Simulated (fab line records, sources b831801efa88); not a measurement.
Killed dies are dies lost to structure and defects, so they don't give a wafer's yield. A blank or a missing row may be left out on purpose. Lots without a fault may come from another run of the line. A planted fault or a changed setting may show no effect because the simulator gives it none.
One fault seen from 2 desks | flow sky130 | each desk has only its own numbers; what lay behind them comes last

THE METROLOGY DESK
What the gauges read, lot by lot, whatever tool the lot ran on: means of the sampled wafers that have a number. A lot is out of limits, marked OUT, if its mean lies more than 4 standard deviations from the usual mean; the brackets give that distance.
Columns: A = VT_ADJUST_NCORE_TW at SKY_VT_ADJUST_NCORE_TW_MEAS_11, usual 218.1; B = cd_nm at SKY_LI_CONTACT_CD_MEAS_12, usual 169.8 nm
lot  | first seen here | A               | B
L921 | day 8 11:02     | 215.7           | 170.0
L922 | day 8 18:00     | 217.8           | 168.5
L923 | day 9 00:46     | 216.8           | 170.4
L924 | day 9 09:07     | 216.2           | 169.7
L927 | day 10 08:12    | 217.1           | 170.6
L929 | day 10 19:52    | 216.6           | 171.7
L930 | day 11 03:32    | 219.8           | 170.0
L931 | day 11 10:49    | 219.8           | 170.8
L932 | day 11 22:54    | 217.0           | 170.4
L933 | day 12 09:17    | 216.0           | 172.1
L937 | day 13 06:01    | 141.8 (-40) OUT | 169.7
L939 | day 13 23:49    | 141.3 (-40) OUT | 169.2
L940 | day 14 04:59    | 215.5           | 168.9
L944 | day 15 08:02    | 221.3           | 167.8
This desk's finding: out of limits on L937, L939; first on L937, day 13 06:01 (VT_ADJUST_NCORE_TW at SKY_VT_ADJUST_NCORE_TW_MEAS_11). In limits: L921, L922, L923, L924, L927, L929, L930, L931, L932, L933, L940, L944.

THE TOOL OWNER'S DESK: implanter-01
The tool's own readings at SKY_VT_ADJUST_NCORE_IMPLANT_09: means of the sampled wafers that have a number, for each lot that ran on this tool. A lot is out of limits, marked OUT, if its mean lies more than 4 standard deviations from the usual mean; the brackets give that distance.
Columns: A = dose_ions_cm2 at SKY_VT_ADJUST_NCORE_IMPLANT_09, usual 2.4001e+12; B = faraday_current_uA at SKY_VT_ADJUST_NCORE_IMPLANT_09, usual 13.58
lot  | first seen here | A                            | B
L922 | day 8 17:45     | 2.3991e+12                   | 13.76
L923 | day 9 00:33     | 2.3997e+12                   | 13.80
L924 | day 9 08:52     | 2.3984e+12                   | 13.75
L927 | day 10 07:59    | 2.3998e+12                   | 13.45
L937 | day 13 05:46    | 4.7920e+11 (-99 or more) OUT | 2.71 (-39) OUT
L939 | day 13 23:34    | 4.8290e+11 (-99 or more) OUT | 2.64 (-39) OUT
This desk's finding: out of limits on L937, L939; first on L937, day 13 05:46 (dose_ions_cm2 at SKY_VT_ADJUST_NCORE_IMPLANT_09). In limits: L922, L923, L924, L927.

PUT TOGETHER
The tool owner's desk could have raised an alarm at day 13 05:46, on L937, L939.
The metrology desk could have raised an alarm at day 13 06:01, on L937, L939.
Of the lots named, all ran SKY_VT_ADJUST_NCORE_IMPLANT_09 on implanter-01.

WHAT THE SIMULATOR HAD PUT IN
Process parameter drift: implanter-01, from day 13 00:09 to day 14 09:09, at SKY_VT_ADJUST_NCORE_IMPLANT_09. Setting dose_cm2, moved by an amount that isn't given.
Lots struck among those shown: L937, L939.
Hours from the fault's start to each desk's first reading out of limits: the tool owner's desk, 6; the metrology desk, 6.
